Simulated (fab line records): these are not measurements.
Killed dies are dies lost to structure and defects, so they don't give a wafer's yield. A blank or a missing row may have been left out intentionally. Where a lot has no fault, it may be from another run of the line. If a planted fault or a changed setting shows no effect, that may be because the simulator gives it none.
Which tool is to blame? | flow gf180mcu | 14 lots with 42 wafers sampled at 4 steps, on a route of 602 steps

## WHAT THE GAUGES READ, wafer by wafer
GF_MVPSD_OVL_MEAS_07. Usual: MVPSD_OVL -0.4 nm, standard deviation 1.5.
lot  | measured     | on         | MVPSD_OVL (nm) | flag
L503 | day 5 13:28  | overlay-01 | -3.5 -3.1 -1.0 |
L505 | day 6 01:23  | overlay-02 | -1.6 -0.8 -0.3 |
L504 | day 6 01:58  | overlay-01 | -0.3 -1.3 1.6  |
L506 | day 6 06:29  | overlay-02 | 0.6 1.5 0.7    |
L508 | day 6 21:31  | overlay-02 | -3.8 -3.2 -3.0 |
L509 | day 7 06:01  | overlay-02 | 0.8 2.3 0.8    |
L511 | day 7 07:52  | overlay-02 | 1.4 0.2 0.1    |
L512 | day 7 11:16  | overlay-02 | 0.9 0.4 -0.3   |
L513 | day 7 19:22  | overlay-02 | -1.4 -0.3 -1.9 |
L514 | day 8 04:55  | overlay-02 | 0.9 2.5 3.2    |
L515 | day 8 08:13  | overlay-01 | -0.7 -1.7 1.9  |
L517 | day 8 19:01  | overlay-02 | 0.5 0.4 -3.5   |
L522 | day 10 05:07 | overlay-01 | 0.3 -1.1 -1.5  |
L525 | day 11 01:06 | overlay-01 | -0.3 0.8 -2.1  |

GF_DUAL_GATE_THK_MEAS_03. Usual: DUAL_GATE_OXIDATION_00_THK 11.13 nm, standard deviation 0.23.
lot  | measured     | on            | DUAL_GATE_OXIDATION_00_THK (nm) | flag
L503 | day 8 08:33  | film-metro-03 | 10.98 10.91 11.00               |
L505 | day 8 21:05  | film-metro-01 | 11.26 11.23 10.96               |
L504 | day 8 23:15  | film-metro-01 | 11.03 10.87 10.84               |
L506 | day 9 03:29  | film-metro-02 | 10.87 10.87 10.81               |
L508 | day 9 20:01  | film-metro-02 | 11.14 11.03 11.09               |
L509 | day 10 06:34 | film-metro-02 | 10.98 10.87 10.98               |
L511 | day 10 09:05 | film-metro-01 | 11.28 11.31 11.28               |
L512 | day 10 10:31 | film-metro-03 | 11.47 11.67 11.76               |
L513 | day 10 20:12 | film-metro-02 | 11.37 11.53 11.39               |
L514 | day 11 08:43 | film-metro-02 | 11.10 11.37 11.12               |
L515 | day 11 12:08 | film-metro-02 | 11.10 10.94 10.96               |
L517 | day 11 22:38 | film-metro-02 | 11.06 11.13 11.22               |
L522 | day 13 14:19 | film-metro-02 | 11.10 11.15 11.03               |
L525 | day 14 12:35 | film-metro-02 | 10.87 10.86 10.65               |

GF_HV_LDD_TW_MEAS_38. Usual: HV_LDD_3_TW 1441, standard deviation 17.
lot  | measured     | on            | HV_LDD_3_TW    | flag
L503 | day 12 10:28 | film-metro-01 | 1453 1454 1446 |
L505 | day 13 00:10 | film-metro-03 | 1416 1425 1420 |
L504 | day 13 02:13 | film-metro-04 | 1455 1458 1454 |
L506 | day 13 07:53 | film-metro-03 | 1429 1420 1430 |
L508 | day 14 02:59 | film-metro-01 | 1452 1448 1449 |
L509 | day 14 19:11 | film-metro-04 | 1441 1446 1437 |
L511 | day 14 21:25 | film-metro-01 | 1449 1449 1458 |
L512 | day 14 22:13 | film-metro-03 | 1414 1413 1416 |
L513 | day 15 06:28 | film-metro-03 | 1405 1410 1417 |
L514 | day 15 22:04 | film-metro-04 | 1453 1461 1457 |
L515 | day 16 02:10 | film-metro-03 | 1415 1421 1414 |
L517 | day 16 20:49 | film-metro-04 | 1453 1455 1456 |
L522 | day 18 14:22 | film-metro-04 | 1453 1456 1445 |
L525 | day 19 15:35 | film-metro-01 | 1452 1454 1449 |

## TOOL THAT RAN EACH LOT (tool first, then ch and the chambers of the sampled wafers, then the start)
lot  | GF_DUAL_GATE_STRIP_13
L503 | plasma-asher-04 ch 0,1, day 9 01:40
L505 | plasma-asher-04 ch 0,1, day 9 14:08
L504 | plasma-asher-03 ch 0,1, day 9 16:14
L506 | plasma-asher-03 ch 0,1, day 9 21:19
L508 | plasma-asher-01 ch 0,1, day 10 13:31
L509 | plasma-asher-03 ch 0,1, day 11 01:02
L511 | plasma-asher-01 ch 0,1, day 11 02:55
L512 | plasma-asher-04 ch 0,1, day 11 05:44
L513 | plasma-asher-03 ch 0, day 11 14:52
L514 | plasma-asher-03 ch 0,1, day 12 03:16
L515 | plasma-asher-03 ch 0,1, day 12 07:32
L517 | plasma-asher-03 ch 0,1, day 12 21:19
L522 | plasma-asher-01 ch 0,1, day 14 11:19
L525 | plasma-asher-03 ch 0, day 15 10:28
- GF_DUAL_GATE_STRIP_13: strips in O2/N2.

## WHAT THE TOOLS THEMSELVES READ (means of the sampled wafers that have a number; where no wafer has one, the mark that the record gives instead)
GF_DUAL_GATE_STRIP_13. Usual: drypump-motor-current-A 5.5 A, standard deviation 0.46; heater-power-w 350 W, standard deviation 41; oes-product-au 0.716 a.u., standard deviation 0.0045; strip-time-to-endpoint-s 12.63 s, standard deviation 0.034.
lot  | tool            | drypump-motor-current-A (A) | heater-power-w (W) | oes-product-au (a.u.) | strip-time-to-endpoint-s (s) | flag
L503 | plasma-asher-04 | 5.3                         | 370                | 0.719                 | 12.65                        |
L505 | plasma-asher-04 | 5.3                         | 365                | 0.720                 | 12.61                        |
L504 | plasma-asher-03 | 5.6                         | 365                | 0.711                 | 12.67                        |
L506 | plasma-asher-03 | 5.6                         | 370                | 0.717                 | 12.60                        |
L508 | plasma-asher-01 | 5.8                         | 326                | 0.709                 | 12.63                        |
L509 | plasma-asher-03 | 5.2                         | 333                | 0.715                 | 12.63                        |
L511 | plasma-asher-01 | 5.8                         | 324                | 0.713                 | 12.60                        |
L512 | plasma-asher-04 | 5.2                         | 361                | 0.715                 | 12.65                        |
L513 | plasma-asher-03 | 6.0                         | 401                | 0.713                 | 12.66                        |
L514 | plasma-asher-03 | 5.2                         | 332                | 0.714                 | 12.63                        |
L515 | plasma-asher-03 | 5.6                         | 366                | 0.739                 | 11.29                        | OFF
L517 | plasma-asher-03 | 5.2                         | 338                | 0.728                 | 11.91                        | OFF
L522 | plasma-asher-01 | 5.9                         | 322                | 0.722                 | 12.67                        |
L525 | plasma-asher-03 | 6.0                         | 395                | 0.714                 | 12.64                        |

## THE ANSWER, worked out from the rows above alone
Rule: a lot counts as off when the mean over its wafers that have a number is more than 3 standard deviations away from the usual mean. Also off: a lot with no number at a reading for which 4 or more lots have one. All remaining lots with rows at the step are treated as sound. Order of review: gauges by route order, followed by the tools' own readings, for which a lot's mean as printed above is used. The first step at which some lot is off is used, and at that step the reading that is off furthest; a lot without a number counts as furthest.
Off at GF_DUAL_GATE_STRIP_13 (strip-time-to-endpoint-s): L515, L517.
If a tool, at that step or one of the process steps before it, ran each lot that is off and ran no sound lot following the first of them, it fits. No candidate that was tried fits.

## WHAT THE SIMULATOR HAD PUT IN
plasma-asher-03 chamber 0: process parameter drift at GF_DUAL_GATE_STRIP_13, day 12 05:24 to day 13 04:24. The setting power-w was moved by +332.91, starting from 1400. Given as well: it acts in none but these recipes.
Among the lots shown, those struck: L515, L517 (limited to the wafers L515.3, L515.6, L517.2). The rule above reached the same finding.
